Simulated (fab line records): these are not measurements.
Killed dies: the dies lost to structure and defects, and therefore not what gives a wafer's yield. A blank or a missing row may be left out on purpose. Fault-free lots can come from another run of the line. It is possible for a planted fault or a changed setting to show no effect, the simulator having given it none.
fab line records + flow gf180mcu + part 2 of 2: steps 31 to 41 of 41
record
- lots=5
- wafers=15
- last_day=34
route steps=602 shown NSD@247 PSD@248 SAB@264 SALICIDE@278 CONTACT@287
lots that met no fault: from a run of the same line without faults
start_h: hours from the record's first day to the start of the lot's first wafer shown + wait_h: hours elapsed since this lot's preceding step + " the same as in the row above + L1.1+2: a row that stands for several wafers + - no value, or no start given + * or withheld: withheld + < > ~ a bound
route shown NAME@n: NAME is a module with steps in the file, n the number in the route of the first one + usual: mean/standard deviation of fault-free wafers + same: alike in all rows + chamber/n: place in a boat + sites: the reading at each site + _std_site: standard deviation of those values + _edge_site: outer sites' mean less inner sites' + radius_mm: how far each site lies from the wafer's centre + mask NAME#n: copy n + behind: the most recent tool/chamber to have shaped the wafer + hold: why the lot was held/for how many hours/how that ended + device: which transistor (n, p or np) failed to switch + end of line: tests run on the same wafers once the route is complete + a step with no rows: only its recipe + killed: not the wafer's yield, but the dies lost to structure and defects at the first sort + map: the dies of a wafer, with x for killed, . for not killed, _ for no die there
set.NAME: the setting the step ran with; set.NAME@STEP: the setting that earlier step ran with + model.NAME: the simulator's own value behind a step, which no gauge read
a table for each step, a row for each wafer; lots at some steps of the route
services: from which hour (start_h, from the record's first day; less than 0 if before it) a tool's chamber was out of use, for how many hours, and why
## steps
# step GF_SAB_STRIP_13
# recipe
- chemistry=O2/N2
- power_w=1400
- pressure_mtorr=1500
- platen_temp_c=250
- o2_flow_sccm=3000
- n2_flow_sccm=300
- overash_fraction=0.5
# usual
- drypump_motor_current_A=5.9/0.41
- heater_power_w=319/21
- oes_product_au=0.710/0.0042
- strip_time_to_endpoint_s=12.59/0.033
# same
- overash_fraction=0.5
| lot.wafer | tool            | chamber | start_h | wait_h | drypump_motor_current_A | heater_power_w | oes_product_au | rf_hours_counter_h | strip_time_to_endpoint_s |
|-----------|-----------------|---------|---------|--------|-------------------------|----------------|----------------|--------------------|--------------------------|
| L074.2    | plasma_asher-04 | 1       | 339.91  | 0.0    | 5.8                     | 330            | 0.710          | 21                 | 12.57                    |
| L074.3    | "               | 0       | "       | "      | 6.4                     | 283            | 0.707          | -                  | 12.51                    |
| L074.6    | "               | 0       | "       | "      | 6.5                     | 280            | 0.706          | -                  | 12.55                    |
| L077.4    | plasma_asher-01 | 1       | 369.47  | 0.0    | 6.0                     | 342            | 0.707          | -                  | 12.59                    |
| L077.5    | "               | 0       | "       | "      | 5.2                     | 327            | 0.708          | -                  | 12.55                    |
| L077.6    | "               | 1       | "       | "      | 6.0                     | 338            | 0.713          | -                  | 12.56                    |
| L080.1    | plasma_asher-01 | 0       | 394.89  | 0.0    | 5.2                     | 333            | 0.712          | 68                 | 12.64                    |
| L080.3    | "               | 1       | "       | "      | 5.9                     | 348            | 0.717          | -                  | 12.62                    |
| L080.5    | "               | 1       | "       | "      | 6.0                     | 340            | 0.705          | -                  | 12.61                    |
| L093.2    | plasma_asher-03 | 1       | 503.92  | 0.0    | 5.7                     | 319            | 0.707          | 8                  | 12.58                    |
| L093.5    | "               | 1       | "       | "      | 5.7                     | 307            | 0.707          | -                  | 12.55                    |
| L093.6    | "               | 0       | "       | "      | 6.3                     | 304            | 0.704          | -                  | 12.55                    |
| L095.1    | plasma_asher-03 | 1       | 520.21  | 0.0    | 5.7                     | 319            | 0.711          | 10                 | 12.57                    |
| L095.3    | "               | 1       | "       | "      | 5.7                     | 303            | 0.711          | -                  | 12.59                    |
| L095.4    | "               | 0       | "       | "      | 6.3                     | 316            | 0.710          | -                  | 12.56                    |
# step GF_SALICIDE_CLEAN_00
# recipe
- chemistry=SC1/SC2
- mix=1:4:20
- temp_c=70
- time_s=150
# usual
- bath_heat_duty_pct=12.6/1.4
| lot.wafer | tool         | chamber | start_h | wait_h | bath_heat_duty_pct |
|-----------|--------------|---------|---------|--------|--------------------|
| L074.2    | wet_bench-03 | 2       | 340.01  | 0.1    | 12.2               |
| L074.3    | "            | 2       | "       | "      | 13.5               |
| L074.6    | "            | 2       | "       | "      | 12.7               |
| L077.4    | wet_bench-02 | 2       | 369.54  | 0.0    | 14.3               |
| L077.5    | "            | 2       | "       | "      | 13.9               |
| L077.6    | "            | 2       | "       | "      | 14.7               |
| L080.1    | wet_bench-02 | 2       | 394.99  | 0.1    | 13.8               |
| L080.3    | "            | 2       | "       | "      | 15.8               |
| L080.5    | "            | 2       | "       | "      | 14.9               |
| L093.2    | wet_bench-01 | 3       | 504.02  | 0.1    | 12.4               |
| L093.5    | "            | 3       | "       | "      | 12.5               |
| L093.6    | "            | 3       | "       | "      | 13.3               |
| L095.1    | wet_bench-01 | 2       | 520.31  | 0.1    | 13.3               |
| L095.3    | "            | 2       | "       | "      | 12.6               |
| L095.4    | "            | 2       | "       | "      | 11.7               |
# step GF_SALICIDE_WET_ETCH_01
# recipe
- chemistry=dHF
- target_depth_nm=5
- dry=ipa_marangoni
- target=SiO2
- temp_c=25
- dilution=100:1
- time_s=100
# usual
- bath_heat_duty_pct=5.7/0.64
| lot.wafer | tool         | chamber | start_h | wait_h | bath_heat_duty_pct |
|-----------|--------------|---------|---------|--------|--------------------|
| L074.2    | wet_bench-02 | 3       | 340.06  | 0.0    | 6.1                |
| L074.3    | "            | 3       | "       | "      | 5.0                |
| L074.6    | "            | 3       | "       | "      | 6.4                |
| L077.4    | wet_bench-03 | 0       | 369.59  | 0.0    | 5.5                |
| L077.5    | "            | 0       | "       | "      | 6.1                |
| L077.6    | "            | 0       | "       | "      | 4.9                |
| L080.1    | wet_bench-01 | 1       | 395.04  | 0.0    | 5.8                |
| L080.3    | "            | 1       | "       | "      | 5.3                |
| L080.5    | "            | 1       | "       | "      | 5.7                |
| L093.2    | wet_bench-03 | 2       | 504.07  | 0.0    | 7.2                |
| L093.5    | "            | 2       | "       | "      | 6.2                |
| L093.6    | "            | 2       | "       | "      | 5.8                |
| L095.1    | wet_bench-02 | 1       | 520.36  | 0.0    | 6.2                |
| L095.3    | "            | 1       | "       | "      | 6.0                |
| L095.4    | "            | 1       | "       | "      | 5.9                |
# step GF_SALICIDE_SPUTTER_02
# recipe
- material=Co
- target_thk_nm=10
- power_w=1000
- time_s=20
- chamber_pressure_pa=0.4
# usual
- throttle_valve_pct=30.3/1.1
| lot.wafer | tool           | chamber | start_h | wait_h | throttle_valve_pct |
|-----------|----------------|---------|---------|--------|--------------------|
| L074.2    | pvd_sputter-04 | -       | 340.10  | 0.0    | 28.0               |
| L074.3    | "              | -       | "       | "      | 28.6               |
| L074.6    | "              | -       | "       | "      | 27.9               |
| L077.4    | pvd_sputter-02 | -       | 369.63  | 0.0    | 29.4               |
| L077.5    | "              | -       | "       | "      | 30.8               |
| L077.6    | "              | -       | "       | "      | 31.9               |
| L080.1    | pvd_sputter-02 | -       | 395.08  | 0.0    | 31.0               |
| L080.3    | "              | -       | "       | "      | 30.8               |
| L080.5    | "              | -       | "       | "      | 30.8               |
| L093.2    | pvd_sputter-01 | -       | 504.11  | 0.0    | 29.2               |
| L093.5    | "              | -       | "       | "      | 31.1               |
| L093.6    | "              | -       | "       | "      | 30.5               |
| L095.1    | pvd_sputter-02 | -       | 520.39  | 0.0    | 30.9               |
| L095.3    | "              | -       | "       | "      | 29.4               |
| L095.4    | "              | -       | "       | "      | 30.8               |
# step GF_SALICIDE_SPUTTER_03
# recipe
- material=TiN
- target_thk_nm=20
- power_w=6500
- time_s=16.7
- chamber_pressure_pa=0.4
# usual
- throttle_valve_pct=30.3/1.1
| lot.wafer | tool           | chamber | start_h | wait_h | throttle_valve_pct |
|-----------|----------------|---------|---------|--------|--------------------|
| L074.2    | pvd_sputter-04 | -       | 340.13  | 0.0    | 27.8               |
| L074.3    | "              | -       | "       | "      | 28.6               |
| L074.6    | "              | -       | "       | "      | 27.7               |
| L077.4    | pvd_sputter-02 | -       | 369.65  | 0.0    | 29.3               |
| L077.5    | "              | -       | "       | "      | 30.6               |
| L077.6    | "              | -       | "       | "      | 31.9               |
| L080.1    | pvd_sputter-02 | -       | 395.11  | 0.0    | 30.7               |
| L080.3    | "              | -       | "       | "      | 30.6               |
| L080.5    | "              | -       | "       | "      | 31.1               |
| L093.2    | pvd_sputter-01 | -       | 504.14  | 0.0    | 29.6               |
| L093.5    | "              | -       | "       | "      | 31.0               |
| L093.6    | "              | -       | "       | "      | 30.0               |
| L095.1    | pvd_sputter-02 | -       | 520.42  | 0.0    | 30.9               |
| L095.3    | "              | -       | "       | "      | 29.5               |
| L095.4    | "              | -       | "       | "      | 30.4               |
# step GF_SALICIDE_RS_MEAS_04
# recipe
- thk_meas_gauge=four-point-probe
- reads=TiN_of_SALICIDE_SPUTTER_03+Co_of_SALICIDE_SPUTTER_02
# usual
- SALICIDE_TIN_RS=16.2/0.31
| lot.wafer | tool          | chamber | start_h | wait_h | SALICIDE_TIN_RS[ohm/sq] |
|-----------|---------------|---------|---------|--------|-------------------------|
| L074.2    | film_metro-01 | -       | 340.17  | 0.0    | 16.8                    |
| L074.3    | "             | -       | "       | "      | 16.4                    |
| L074.6    | "             | -       | "       | "      | 16.5                    |
| L077.4    | film_metro-02 | -       | 369.74  | 0.1    | 16.0                    |
| L077.5    | "             | -       | "       | "      | 15.9                    |
| L077.6    | "             | -       | "       | "      | 15.8                    |
| L080.1    | film_metro-02 | -       | 395.14  | 0.0    | 15.7                    |
| L080.3    | "             | -       | "       | "      | 16.0                    |
| L080.5    | "             | -       | "       | "      | 15.6                    |
| L093.2    | film_metro-02 | -       | 504.18  | 0.0    | 16.5                    |
| L093.5    | "             | -       | "       | "      | 16.1                    |
| L093.6    | "             | -       | "       | "      | 16.1                    |
| L095.1    | film_metro-01 | -       | 520.45  | 0.0    | 16.0                    |
| L095.3    | "             | -       | "       | "      | 17.0                    |
| L095.4    | "             | -       | "       | "      | 16.5                    |
# step GF_SALICIDE_THK_MEAS_05
# recipe
- thk_meas_gauge=xrf
- reads=TiN_of_SALICIDE_SPUTTER_03
# usual
- SALICIDE_TIN_THK=19.86/0.25
| lot.wafer | tool          | chamber | start_h | wait_h | SALICIDE_TIN_THK[nm] |
|-----------|---------------|---------|---------|--------|----------------------|
| L074.2    | film_metro-01 | -       | 340.28  | 0.1    | 19.94                |
| L074.3    | "             | -       | "       | "      | 20.03                |
| L074.6    | "             | -       | "       | "      | 19.99                |
| L077.4    | film_metro-02 | -       | 369.83  | 0.1    | 20.04                |
| L077.5    | "             | -       | "       | "      | 20.01                |
| L077.6    | "             | -       | "       | "      | 20.21                |
| L080.1    | film_metro-02 | -       | 395.26  | 0.1    | 20.45                |
| L080.3    | "             | -       | "       | "      | 20.10                |
| L080.5    | "             | -       | "       | "      | 20.22                |
| L093.2    | film_metro-02 | -       | 504.29  | 0.1    | 19.75                |
| L093.5    | "             | -       | "       | "      | 19.99                |
| L093.6    | "             | -       | "       | "      | 20.14                |
| L095.1    | film_metro-01 | -       | 520.57  | 0.1    | 19.92                |
| L095.3    | "             | -       | "       | "      | 19.53                |
| L095.4    | "             | -       | "       | "      | 19.67                |
# step GF_SALICIDE_RTA_06
# recipe
- temp_c=530
- time_s=30
- ambient=N2
# usual
- lamp_power_pct=6.0/0.45
- wafer_temp_C_max=532.5/0.6
| lot.wafer | tool          | chamber | start_h | wait_h | lamp_power_pct | wafer_temp_C_max |
|-----------|---------------|---------|---------|--------|----------------|------------------|
| L074.2    | rtp_anneal-02 | 0       | 340.35  | 0.1    | 6.4            | 532.0            |
| L074.3    | "             | 0       | "       | "      | 6.4            | 531.9            |
| L074.6    | "             | 0       | "       | "      | 6.4            | 532.0            |
| L077.4    | rtp_anneal-02 | 0       | 369.91  | 0.1    | 6.4            | 532.5            |
| L077.5    | "             | 0       | "       | "      | 6.4            | 532.4            |
| L077.6    | "             | 0       | "       | "      | 6.4            | 532.1            |
| L080.1    | rtp_anneal-01 | 0       | 395.32  | 0.1    | 5.5            | 533.1            |
| L080.3    | "             | 0       | "       | "      | 5.5            | 533.6            |
| L080.5    | "             | 0       | "       | "      | 5.5            | 534.1            |
| L093.2    | rtp_anneal-02 | 0       | 504.36  | 0.1    | 6.4            | 532.3            |
| L093.5    | "             | 0       | "       | "      | 6.4            | 532.4            |
| L093.6    | "             | 0       | "       | "      | 6.4            | 531.6            |
| L095.1    | rtp_anneal-02 | 0       | 520.63  | 0.1    | 6.4            | 532.5            |
| L095.3    | "             | 0       | "       | "      | 6.4            | 532.4            |
| L095.4    | "             | 0       | "       | "      | 6.4            | 532.5            |
# step GF_SALICIDE_WET_ETCH_07
# recipe
- chemistry=SPM
- target_depth_nm=120
- dry=n2_spin
| lot.wafer  | tool         | chamber | start_h | wait_h |
|------------|--------------|---------|---------|--------|
| L074.2+3+6 | wet_bench-03 | 0       | 340.43  | 0.1    |
| L077.4+5+6 | wet_bench-01 | 1       | 369.96  | 0.0    |
| L080.1+3+5 | wet_bench-02 | 0       | 395.42  | 0.1    |
| L093.2+5+6 | wet_bench-01 | 2       | 504.44  | 0.1    |
| L095.1+3+4 | wet_bench-03 | 3       | 520.73  | 0.1    |
# step GF_SALICIDE_RTA_08
# recipe
- temp_c=800
- time_s=30
- ambient=N2
# usual
- lamp_power_pct=16.6/1.3
- wafer_temp_C_max=803.9/0.9
| lot.wafer | tool          | chamber | start_h | wait_h | lamp_power_pct | wafer_temp_C_max |
|-----------|---------------|---------|---------|--------|----------------|------------------|
| L074.2    | rtp_anneal-01 | 0       | 340.55  | 0.0    | 15.3           | 804.6            |
| L074.3    | "             | 0       | "       | "      | 15.3           | 804.6            |
| L074.6    | "             | 0       | "       | "      | 15.3           | 805.2            |
| L077.4    | rtp_anneal-01 | 0       | 370.10  | 0.1    | 15.3           | 803.8            |
| L077.5    | "             | 0       | "       | "      | 15.3           | 806.0            |
| L077.6    | "             | 0       | "       | "      | 15.3           | 803.1            |
| L080.1    | rtp_anneal-02 | 0       | 395.51  | 0.0    | 17.9           | 803.3            |
| L080.3    | "             | 0       | "       | "      | 17.8           | 803.0            |
| L080.5    | "             | 0       | "       | "      | 17.9           | 803.2            |
| L093.2    | rtp_anneal-01 | 0       | 504.55  | 0.0    | 15.3           | 803.9            |
| L093.5    | "             | 0       | "       | "      | 15.3           | 804.6            |
| L093.6    | "             | 0       | "       | "      | 15.3           | 803.8            |
| L095.1    | rtp_anneal-01 | 0       | 520.82  | 0.0    | 15.3           | 804.9            |
| L095.3    | "             | 0       | "       | "      | 15.3           | 804.7            |
| L095.4    | "             | 0       | "       | "      | 15.3           | 803.2            |
# step GF_CONTACT_CVD_00
# recipe
- material=SiO2
- target_thk_nm=300
- sigma_open_frac=0.3
- temp_c=400
- time_s=50
- sih4_flow_sccm=60
- pressure_mtorr=6
| lot.wafer  | tool      | chamber | start_h | wait_h |
|------------|-----------|---------|---------|--------|
| L074.2+3+6 | hdpcvd-02 | 2,1,2   | 340.63  | 0.1    |
| L077.4+5+6 | hdpcvd-01 | 0,0,2   | 370.17  | 0.1    |
| L080.1+3+5 | hdpcvd-01 | 1,0,1   | 395.71  | 0.2    |
| L093.2+5+6 | hdpcvd-01 | 1,0,1   | 504.63  | 0.1    |
| L095.1+3+4 | hdpcvd-01 | 1,2,2   | 520.92  | 0.1    |
## services
| tool             | chamber | start_h | hours | kind   |
|------------------|---------|---------|-------|--------|
| implanter-03     | -       | 305.22  | 4.0   | repair |
| implanter-01     | -       | 309.77  | 7.9   | repair |
| rie_diel-01      | 2       | 312.46  | 3.3   | repair |
| pvd_sputter-04   | -       | 314.28  | 9.7   | repair |
| pecvd-03         | 0       | 317.81  | 18.4  | repair |
| pecvd-03         | 2       | 319.57  | 6.2   | repair |
| iline_stepper-01 | -       | 320.83  | 4.4   | pm     |
| plasma_asher-01  | -       | 331.99  | 1.3   | repair |
| pvd_sputter-02   | -       | 366.00  | 0.8   | repair |
| iline_stepper-01 | -       | 369.24  | 5.6   | repair |
| hdpcvd-01        | 1       | 370.14  | 2.2   | repair |
| iline_stepper-01 | -       | 374.82  | 1.7   | pm     |
| wet_bench-03     | -       | 399.79  | 1.5   | repair |
| iline_stepper-01 | -       | 415.00  | 15.3  | repair |
| iline_stepper-01 | -       | 419.91  | 5.3   | repair |
| pvd_sputter-02   | -       | 423.31  | 6.9   | repair |
| wet_bench-02     | -       | 439.98  | 1.9   | pm     |
| pvd_sputter-02   | -       | 468.62  | 5.7   | repair |
| wet_bench-01     | -       | 469.38  | 1.9   | repair |
| wet_bench-01     | -       | 482.10  | 3.9   | repair |
| hdpcvd-01        | -       | 498.99  | 4.3   | pm     |
| wet_bench-01     | -       | 500.76  | 1.7   | repair |
| plasma_asher-01  | -       | 501.59  | 2.8   | pm     |
| plasma_asher-01  | -       | 515.56  | 2.4   | repair |
